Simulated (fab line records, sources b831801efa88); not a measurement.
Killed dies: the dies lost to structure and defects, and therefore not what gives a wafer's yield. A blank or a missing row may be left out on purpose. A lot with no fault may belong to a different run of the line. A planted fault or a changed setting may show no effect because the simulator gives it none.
A sampling plan put to the test	flow sky130	one line in one fab, 56 faults in these records, each fault weighed on the records of the lots it struck
The line's own looks make up the plan; these are the steps of the route where a gauge or inspection reads the wafer and leaves it unchanged. Where struck wafers have a number at a look and the file lists that look's usual mean and standard deviation on fault-free wafers, the look can be judged. Caught: at a look after the fault's first step, the mean of the struck wafers lies 4 or more of those standard deviations (sigma) from the usual mean. On the tool: the test repeated on the tool's own readings taken at the fault's steps. A different recipe on the struck wafers counts as caught too, as does a record blank only for those wafers.

== THE FAULTS, as the simulator had put them in ==
1. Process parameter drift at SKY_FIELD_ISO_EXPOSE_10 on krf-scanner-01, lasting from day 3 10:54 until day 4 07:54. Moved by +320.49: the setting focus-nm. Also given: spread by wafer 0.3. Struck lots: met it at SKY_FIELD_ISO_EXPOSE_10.
2. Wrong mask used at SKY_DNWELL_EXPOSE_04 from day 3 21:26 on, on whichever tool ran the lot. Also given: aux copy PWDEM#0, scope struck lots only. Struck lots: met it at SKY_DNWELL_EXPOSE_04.
3. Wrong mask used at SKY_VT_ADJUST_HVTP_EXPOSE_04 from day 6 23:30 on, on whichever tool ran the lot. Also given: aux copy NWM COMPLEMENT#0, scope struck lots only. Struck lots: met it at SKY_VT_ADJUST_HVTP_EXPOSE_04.
4. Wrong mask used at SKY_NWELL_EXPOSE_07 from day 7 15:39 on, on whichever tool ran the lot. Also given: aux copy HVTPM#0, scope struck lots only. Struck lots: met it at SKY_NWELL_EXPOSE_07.
5. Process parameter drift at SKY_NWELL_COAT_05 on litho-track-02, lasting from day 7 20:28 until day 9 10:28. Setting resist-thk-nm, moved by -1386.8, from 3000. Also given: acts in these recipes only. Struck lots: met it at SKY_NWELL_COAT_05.
6. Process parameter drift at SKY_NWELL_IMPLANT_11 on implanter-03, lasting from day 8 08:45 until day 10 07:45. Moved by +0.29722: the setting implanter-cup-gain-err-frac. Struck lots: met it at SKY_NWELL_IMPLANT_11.
7. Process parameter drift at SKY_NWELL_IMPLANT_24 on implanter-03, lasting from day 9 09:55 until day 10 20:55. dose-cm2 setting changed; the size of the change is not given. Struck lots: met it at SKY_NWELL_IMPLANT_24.
8. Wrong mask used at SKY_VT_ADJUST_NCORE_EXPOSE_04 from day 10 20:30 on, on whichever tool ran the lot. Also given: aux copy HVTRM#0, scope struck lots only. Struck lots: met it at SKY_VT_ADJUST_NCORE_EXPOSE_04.
9. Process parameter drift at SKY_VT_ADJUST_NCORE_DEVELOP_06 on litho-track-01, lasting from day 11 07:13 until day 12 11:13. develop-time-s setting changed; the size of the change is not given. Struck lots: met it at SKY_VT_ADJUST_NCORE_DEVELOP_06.
10. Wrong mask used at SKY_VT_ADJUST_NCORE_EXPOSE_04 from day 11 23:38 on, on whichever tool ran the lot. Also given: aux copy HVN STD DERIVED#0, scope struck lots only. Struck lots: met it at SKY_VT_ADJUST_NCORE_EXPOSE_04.
11. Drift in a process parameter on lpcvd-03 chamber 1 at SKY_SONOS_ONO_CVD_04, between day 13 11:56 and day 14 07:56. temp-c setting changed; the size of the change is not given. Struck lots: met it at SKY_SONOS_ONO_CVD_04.
12. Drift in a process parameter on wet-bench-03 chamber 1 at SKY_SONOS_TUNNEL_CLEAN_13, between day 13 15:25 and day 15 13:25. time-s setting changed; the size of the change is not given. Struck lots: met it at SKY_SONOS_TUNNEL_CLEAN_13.
13. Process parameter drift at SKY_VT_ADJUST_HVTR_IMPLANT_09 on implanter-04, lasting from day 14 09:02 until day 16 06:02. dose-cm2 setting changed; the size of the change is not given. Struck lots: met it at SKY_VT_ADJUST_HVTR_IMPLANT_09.
14. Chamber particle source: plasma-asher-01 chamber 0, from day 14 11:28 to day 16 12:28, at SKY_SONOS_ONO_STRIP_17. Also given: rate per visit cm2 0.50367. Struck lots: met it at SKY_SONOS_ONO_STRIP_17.
15. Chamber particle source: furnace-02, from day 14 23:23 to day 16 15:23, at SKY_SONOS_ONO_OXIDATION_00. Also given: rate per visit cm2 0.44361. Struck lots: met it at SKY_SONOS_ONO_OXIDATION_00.
16. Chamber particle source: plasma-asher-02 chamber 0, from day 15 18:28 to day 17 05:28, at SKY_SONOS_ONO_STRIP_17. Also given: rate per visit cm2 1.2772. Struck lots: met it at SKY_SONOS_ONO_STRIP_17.
17. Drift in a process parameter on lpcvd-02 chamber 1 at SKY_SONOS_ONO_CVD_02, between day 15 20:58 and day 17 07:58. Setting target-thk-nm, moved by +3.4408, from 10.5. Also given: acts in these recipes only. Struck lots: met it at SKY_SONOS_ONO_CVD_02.
18. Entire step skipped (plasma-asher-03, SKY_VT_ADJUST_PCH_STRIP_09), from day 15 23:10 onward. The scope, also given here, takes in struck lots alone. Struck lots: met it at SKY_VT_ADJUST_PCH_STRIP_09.
19. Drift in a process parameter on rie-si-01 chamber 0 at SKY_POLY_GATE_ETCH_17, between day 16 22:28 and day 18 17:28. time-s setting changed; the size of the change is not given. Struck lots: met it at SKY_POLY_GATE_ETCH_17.
20. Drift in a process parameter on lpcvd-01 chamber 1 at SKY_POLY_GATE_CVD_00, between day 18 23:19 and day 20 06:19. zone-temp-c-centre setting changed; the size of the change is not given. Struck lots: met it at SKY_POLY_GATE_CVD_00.
21. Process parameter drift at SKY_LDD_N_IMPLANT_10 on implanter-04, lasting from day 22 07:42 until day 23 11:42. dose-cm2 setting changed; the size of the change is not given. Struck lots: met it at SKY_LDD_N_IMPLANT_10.
22. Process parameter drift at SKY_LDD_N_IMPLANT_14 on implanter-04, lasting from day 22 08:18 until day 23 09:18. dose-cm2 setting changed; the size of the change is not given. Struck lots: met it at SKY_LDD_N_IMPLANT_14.
23. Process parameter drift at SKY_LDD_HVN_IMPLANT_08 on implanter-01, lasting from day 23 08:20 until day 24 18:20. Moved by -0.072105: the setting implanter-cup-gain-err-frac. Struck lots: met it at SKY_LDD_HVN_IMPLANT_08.
24. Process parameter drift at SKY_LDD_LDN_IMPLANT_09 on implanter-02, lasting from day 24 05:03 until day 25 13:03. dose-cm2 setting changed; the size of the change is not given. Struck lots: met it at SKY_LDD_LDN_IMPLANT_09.
25. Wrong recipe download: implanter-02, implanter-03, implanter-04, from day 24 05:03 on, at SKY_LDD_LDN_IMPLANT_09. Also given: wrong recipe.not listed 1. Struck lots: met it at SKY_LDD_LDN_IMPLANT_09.
26. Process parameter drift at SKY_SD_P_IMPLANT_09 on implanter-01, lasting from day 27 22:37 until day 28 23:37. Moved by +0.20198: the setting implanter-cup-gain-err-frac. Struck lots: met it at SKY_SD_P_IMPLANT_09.
27. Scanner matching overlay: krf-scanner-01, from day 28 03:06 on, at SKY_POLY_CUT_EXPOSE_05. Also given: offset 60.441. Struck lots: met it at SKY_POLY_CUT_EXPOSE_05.
28. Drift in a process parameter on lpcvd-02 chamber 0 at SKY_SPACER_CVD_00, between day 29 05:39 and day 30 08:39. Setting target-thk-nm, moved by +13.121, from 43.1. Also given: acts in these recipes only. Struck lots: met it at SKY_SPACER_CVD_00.
29. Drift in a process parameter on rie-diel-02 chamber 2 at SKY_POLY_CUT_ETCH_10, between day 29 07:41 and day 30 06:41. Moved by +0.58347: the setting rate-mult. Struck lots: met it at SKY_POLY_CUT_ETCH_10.
30. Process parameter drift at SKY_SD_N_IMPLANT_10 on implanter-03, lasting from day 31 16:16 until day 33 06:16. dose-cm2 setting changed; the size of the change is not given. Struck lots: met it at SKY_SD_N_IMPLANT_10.
31. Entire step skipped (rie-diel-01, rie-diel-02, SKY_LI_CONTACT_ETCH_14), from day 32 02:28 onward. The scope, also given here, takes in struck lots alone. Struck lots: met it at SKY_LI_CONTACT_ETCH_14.
32. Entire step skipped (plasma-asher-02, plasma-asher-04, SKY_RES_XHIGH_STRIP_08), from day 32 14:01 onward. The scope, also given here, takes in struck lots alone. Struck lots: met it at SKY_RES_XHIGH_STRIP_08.
33. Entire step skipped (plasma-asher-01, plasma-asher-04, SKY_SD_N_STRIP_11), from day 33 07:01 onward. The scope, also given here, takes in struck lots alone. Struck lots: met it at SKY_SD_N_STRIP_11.
34. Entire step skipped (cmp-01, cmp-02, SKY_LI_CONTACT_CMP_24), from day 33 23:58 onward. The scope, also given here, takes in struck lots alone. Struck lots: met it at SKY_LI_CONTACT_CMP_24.
35. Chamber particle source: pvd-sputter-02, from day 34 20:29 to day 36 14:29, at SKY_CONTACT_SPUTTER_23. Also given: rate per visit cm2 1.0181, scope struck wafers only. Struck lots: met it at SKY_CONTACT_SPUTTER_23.
36. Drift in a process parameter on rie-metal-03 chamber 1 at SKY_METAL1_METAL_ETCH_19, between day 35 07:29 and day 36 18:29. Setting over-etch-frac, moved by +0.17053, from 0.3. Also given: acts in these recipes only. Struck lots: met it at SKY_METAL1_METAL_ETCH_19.
37. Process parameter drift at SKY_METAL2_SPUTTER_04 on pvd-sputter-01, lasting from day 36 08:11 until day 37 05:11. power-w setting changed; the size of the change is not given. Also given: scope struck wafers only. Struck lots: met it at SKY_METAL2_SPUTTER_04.
38. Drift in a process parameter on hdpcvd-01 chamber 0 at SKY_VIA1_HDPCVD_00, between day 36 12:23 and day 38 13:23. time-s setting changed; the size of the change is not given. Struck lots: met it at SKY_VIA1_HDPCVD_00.
39. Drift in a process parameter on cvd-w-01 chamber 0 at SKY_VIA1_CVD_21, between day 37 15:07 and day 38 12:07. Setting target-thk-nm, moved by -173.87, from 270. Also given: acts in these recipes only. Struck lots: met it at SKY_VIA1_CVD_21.
40. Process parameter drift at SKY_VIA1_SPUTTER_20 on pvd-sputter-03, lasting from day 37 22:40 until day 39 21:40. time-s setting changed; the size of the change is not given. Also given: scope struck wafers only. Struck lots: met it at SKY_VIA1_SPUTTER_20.
41. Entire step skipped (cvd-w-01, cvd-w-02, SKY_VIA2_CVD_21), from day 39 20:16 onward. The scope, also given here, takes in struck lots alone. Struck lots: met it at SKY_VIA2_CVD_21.
42. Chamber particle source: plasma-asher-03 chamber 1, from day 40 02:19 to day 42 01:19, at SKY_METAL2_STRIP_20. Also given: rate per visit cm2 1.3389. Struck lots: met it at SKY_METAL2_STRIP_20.
43. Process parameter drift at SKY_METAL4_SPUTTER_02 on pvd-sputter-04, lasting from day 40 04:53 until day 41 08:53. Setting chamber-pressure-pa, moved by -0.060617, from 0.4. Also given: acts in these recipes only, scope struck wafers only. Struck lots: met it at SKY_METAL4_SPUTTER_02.
44. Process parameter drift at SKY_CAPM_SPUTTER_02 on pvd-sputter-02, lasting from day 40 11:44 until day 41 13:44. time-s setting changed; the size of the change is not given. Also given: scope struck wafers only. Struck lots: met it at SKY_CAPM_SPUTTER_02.
45. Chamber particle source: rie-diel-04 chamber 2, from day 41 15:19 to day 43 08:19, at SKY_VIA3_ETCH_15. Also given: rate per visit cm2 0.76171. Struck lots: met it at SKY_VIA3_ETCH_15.
46. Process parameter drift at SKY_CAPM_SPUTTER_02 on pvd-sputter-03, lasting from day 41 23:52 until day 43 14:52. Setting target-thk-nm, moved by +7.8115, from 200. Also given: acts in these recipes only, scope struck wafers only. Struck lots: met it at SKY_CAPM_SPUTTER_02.
47. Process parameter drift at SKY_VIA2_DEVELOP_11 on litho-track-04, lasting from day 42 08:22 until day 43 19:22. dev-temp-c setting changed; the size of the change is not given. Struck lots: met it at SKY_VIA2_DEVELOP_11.
48. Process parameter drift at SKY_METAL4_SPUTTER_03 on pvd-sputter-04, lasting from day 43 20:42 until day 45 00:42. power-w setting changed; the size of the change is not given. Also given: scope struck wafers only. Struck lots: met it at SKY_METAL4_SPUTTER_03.
49. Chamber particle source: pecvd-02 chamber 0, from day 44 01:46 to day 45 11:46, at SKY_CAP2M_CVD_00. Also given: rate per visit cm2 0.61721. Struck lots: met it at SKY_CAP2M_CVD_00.
50. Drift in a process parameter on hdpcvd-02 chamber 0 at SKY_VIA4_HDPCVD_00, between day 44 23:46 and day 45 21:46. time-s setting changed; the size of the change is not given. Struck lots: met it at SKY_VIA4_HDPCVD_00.
51. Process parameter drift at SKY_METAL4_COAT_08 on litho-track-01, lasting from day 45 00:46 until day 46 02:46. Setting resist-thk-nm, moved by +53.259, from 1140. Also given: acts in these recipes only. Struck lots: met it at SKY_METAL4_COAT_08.
52. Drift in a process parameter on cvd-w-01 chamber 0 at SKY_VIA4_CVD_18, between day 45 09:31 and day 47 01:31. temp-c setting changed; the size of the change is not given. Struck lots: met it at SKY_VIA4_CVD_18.
53. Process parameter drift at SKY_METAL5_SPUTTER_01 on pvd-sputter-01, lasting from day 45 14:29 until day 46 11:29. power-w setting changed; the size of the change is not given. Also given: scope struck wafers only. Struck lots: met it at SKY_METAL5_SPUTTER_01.
54. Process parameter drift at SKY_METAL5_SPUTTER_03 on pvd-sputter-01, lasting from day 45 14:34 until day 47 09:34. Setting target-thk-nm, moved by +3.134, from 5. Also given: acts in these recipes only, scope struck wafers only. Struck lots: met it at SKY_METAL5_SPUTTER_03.
55. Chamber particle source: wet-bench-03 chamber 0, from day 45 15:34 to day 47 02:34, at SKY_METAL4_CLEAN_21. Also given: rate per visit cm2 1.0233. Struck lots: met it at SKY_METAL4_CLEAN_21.
56. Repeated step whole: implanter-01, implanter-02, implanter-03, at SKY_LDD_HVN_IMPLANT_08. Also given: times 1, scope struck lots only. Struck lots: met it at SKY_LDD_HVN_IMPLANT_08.

== WHAT THE PLAN SAW ==
fault	on the tool itself	first look that catches it	reading, sigma	median hours from its first step to that look	hours from the fault's start to the first struck lot there	judged looks passed uncaught
1	no reading that can be judged	SKY_FIELD_ISO_CD_MEAS_13	cd-nm -26	8.4	14	0
2	under 2 sigma	SKY_DNWELL_TW_MEAS_09	DNWELL_TW -99 or beyond	9.2	12	0
3	under 2 sigma	SKY_VT_ADJUST_HVTP_TW_MEAS_11	VT_ADJUST_HVTP_TW -99 or beyond	10.2	13	0
4	no reading that can be judged	SKY_NWELL_TW_MEAS_15	NWELL_TW -99 or beyond	9.6	13	0
5	no reading that can be judged	not the one look that can be judged after it	-	-	-	1
6	faraday-current-uA +17 sigma	SKY_NWELL_TW_MEAS_15	NWELL_TW -9.3	0.5	12	0
7	dose-ions-cm2 +99 or beyond sigma	SKY_NWELL_TW_MEAS_26	NWELL_2_TW +4.7	0.2	8	0
8	no reading that can be judged	SKY_VT_ADJUST_NCORE_TW_MEAS_11	VT_ADJUST_NCORE_TW -99 or beyond	11.7	15	0
9	no reading that can be judged	SKY_VT_ADJUST_NCORE_CD_MEAS_07	cd-nm +5.9	0.1	4	0
10	no reading that can be judged	SKY_VT_ADJUST_NCORE_TW_MEAS_11	VT_ADJUST_NCORE_TW -99 or beyond	12.3	14	0
11	susceptor-temp-C +43 sigma	SKY_SONOS_ONO_THK_MEAS_05	SONOS_ONO_CVD_04_THK +16	1.3	7	0
12	run-length-s -5.4 sigma	none of the 5 looks that can be judged after it	-	-	-	5
13	dose-ions-cm2 -99 or beyond sigma	SKY_VT_ADJUST_HVTR_TW_MEAS_11	VT_ADJUST_HVTR_TW -11	0.2	22	0
14	under 2 sigma	not the one look that can be judged after it	-	-	-	1
15	under 2 sigma	no look after it can be judged	-	-	-	0
16	under 2 sigma	no look after it can be judged	-	-	-	0
17	under 2 sigma	SKY_SONOS_ONO_THK_MEAS_03	SONOS_ONO_CVD_02_THK +29	1.1	3	0
18	the tool's record is blank for the struck wafers	SKY_SONOS_TUNNEL_TW_MEAS_12	SONOS_TUNNEL_TW -99 or beyond	29.8	29	1
19	run-length-s +25 sigma	no look after it can be judged	-	-	-	0
20	spike-tc-centre-C -23 sigma	SKY_POLY_GATE_THK_MEAS_01	POLY_GATE_CVD_00_THK -17	1.2	7	0
21	dose-ions-cm2 -99 or beyond sigma	none of the 2 looks that can be judged after it	strongest: LDD_N_TW at SKY_LDD_N_TW_MEAS_17, -3.1	-	-	2
22	dose-ions-cm2 +99 or beyond sigma	no look after it can be judged	-	-	-	0
23	beam-on-s +4.7 sigma	SKY_LDD_HVN_TW_MEAS_10	LDD_HVN_TW +5.4	0.2	2	0
24	dose-ions-cm2 +99 or beyond sigma	SKY_LDD_LDN_TW_MEAS_13	LDD_LDN_TW +12	0.5	12	0
25	under 2 sigma	SKY_LDD_LDN_TW_MEAS_13	LDD_LDN_TW -8.5	0.5	12	0
26	faraday-current-uA +10 sigma	SKY_SD_P_TW_MEAS_11	SD_P_TW -6.2	0.2	13	0
27	under 2 sigma	SKY_POLY_CUT_OVL_MEAS_09	POLY_CUT_OVL +11	13.4	19	0
28	under 2 sigma	SKY_SPACER_THK_MEAS_01	SPACER_CVD_00_THK +37	1.5	13	0
29	under 2 sigma	not the one look that can be judged after it	-	-	-	1
30	dose-ions-cm2 -99 or beyond sigma	SKY_SD_N_RS_MEAS_16	SD_N_RS +12	0.5	22	0
31	the tool's record is blank for the struck wafers	no look after it can be judged	-	-	-	0
32	the tool's record is blank for the struck wafers	SKY_SD_N_TW_MEAS_12	SD_N_TW -99 or beyond	27.1	30	0
33	no reading that can be judged	not the one look that can be judged after it	-	-	-	1
34	the tool's record is blank for the struck wafers	no look after it can be judged	-	-	-	0
35	under 2 sigma	no look after it can be judged	-	-	-	0
36	oes-product-au -8.1 sigma	no look after it can be judged	-	-	-	0
37	cathode-dc-power-W +99 or beyond sigma	none of the 4 looks that can be judged after it	strongest: METAL2_ALCU_THK at SKY_METAL2_THK_MEAS_06, -2.3	-	-	4
38	run-length-s +37 sigma	SKY_VIA1_THK_MEAS_01	VIA1_HDPCVD_THK +11	0.1	2	0
39	under 2 sigma	SKY_VIA1_RS_MEAS_22	VIA1_W_RS +99 or beyond	0.1	3	0
40	only faintly: cathode-dc-power-W +2.2 sigma	no look after it can be judged	-	-	-	0
41	the tool's record is blank for the struck wafers	SKY_VIA2_RS_MEAS_22	VIA2_W_RS +99 or beyond	0.1	3	0
42	under 2 sigma	not the one look that can be judged after it	-	-	-	1
43	chamber-pressure-pa -78 sigma	none of the 5 looks that can be judged after it	-	-	-	5
44	under 2 sigma	SKY_CAPM_RS_MEAS_03	CAPM_TIN_RS +4.0	0.1	12	0
45	under 2 sigma	none of the 6 looks that can be judged after it	-	-	-	6
46	under 2 sigma	none of the 2 looks that can be judged after it	strongest: CAPM_TIN_THK at SKY_CAPM_THK_MEAS_04, +3.5	-	-	2
47	developer-temp-C +17 sigma	not the one look that can be judged after it	-	-	-	1
48	cathode-dc-power-W +99 or beyond sigma	no look after it can be judged	-	-	-	0
49	under 2 sigma	not the one look that can be judged after it	-	-	-	1
50	run-length-s +65 sigma	SKY_VIA4_THK_MEAS_01	VIA4_HDPCVD_THK +9.5	0.2	2	0
51	no reading that can be judged	no look after it can be judged	-	-	-	0
52	susceptor-temp-C +26 sigma	SKY_VIA4_RS_MEAS_19	VIA4_W_RS -4.7	0.1	2	0
53	cathode-dc-power-W +99 or beyond sigma	no look after it can be judged	-	-	-	0
54	under 2 sigma	no look after it can be judged	-	-	-	0
55	no reading that can be judged	no look after it can be judged	-	-	-	0
56	under 2 sigma	SKY_LDD_HVN_TW_MEAS_10	LDD_HVN_TW +46	0.6	-	0
A dash: the fault is not caught, or the number is missing from these records.

Caught at a look: 29 of 56. Caught on the tool: 27 of 56. By one or the other: 41 of 56.
Caught on the tool alone: faults 12, 19, 21, 22, 31, 34, 36, 37, 43, 47, 48, 53.
Caught at a look alone: faults 1, 2, 3, 4, 8, 9, 10, 17, 25, 27, 28, 39, 44, 56.
Caught by neither: faults 5, 14, 15, 16, 29, 33, 35, 40, 42, 45, 46, 49, 51, 54, 55.

== THINNER SAMPLING ==
Were the look that catches a fault to measure just every second or every third lot (counted by lot number), the first struck lot would, at worst, be measured this late:
fault	struck lots at that look, in order of time	every lot	every second lot	every third lot
1	L418, L420	14 h	may miss all 2	may miss all 2
2	L677	12 h	may miss it	may miss it
3	L872	13 h	may miss it	may miss it
4	L965	13 h	may miss it	may miss it
6	L700, L701	12 h	20 h	may miss all 2
7	L428, L431	8 h	29 h	may miss all 2
8	L654	15 h	may miss it	may miss it
9	L750, L751	4 h	12 h	may miss all 2
10	L623	14 h	may miss it	may miss it
11	L565, L566, L567	7 h	12 h	19 h
13	L105, L107	22 h	may miss all 2	may miss all 2
17	L182	3 h	may miss it	may miss it
18	L538, L539, L540	29 h	42 h	49 h
20	L269, L270	7 h	24 h	may miss all 2
23	L163, L164, L166	2 h	9 h	may miss all 3
24	L225, L226	12 h	18 h	may miss all 2
25	L292, L293, L294, L295	12 h	18 h	27 h
26	L280, L281, L282	13 h	18 h	24 h
27	L160, L163	19 h	49 h	may miss all 2
28	L501, L502	13 h	18 h	may miss all 2
30	L128, L129	22 h	31 h	may miss all 2
32	L882, L883	30 h	32 h	may miss all 2
38	L204, L206	2 h	may miss all 2	may miss all 2
39	L961, L963	3 h	may miss all 2	may miss all 2
41	L303, L304	3 h	12 h	may miss all 2
44	L546	12 h	may miss it	may miss it
50	L764	2 h	may miss it	may miss it
52	L528, L531	2 h	22 h	may miss all 2
The hour figures run from when the fault began to the first measured lot among those it struck. The test against the limit of 4 sigma pooled every struck wafer, which means one lot taken alone may stay below that limit. Other struck lots may not be in these records.

== THE LONGEST TIMED WAY FROM STEP TO LOOK ==
Fault 18: median gap of 29.8 hours between SKY_VT_ADJUST_PCH_STRIP_09 and SKY_SONOS_TUNNEL_TW_MEAS_12. The look between them that can be judged stayed within 4 sigma: SKY_VT_ADJUST_PCH_TW_MEAS_10.
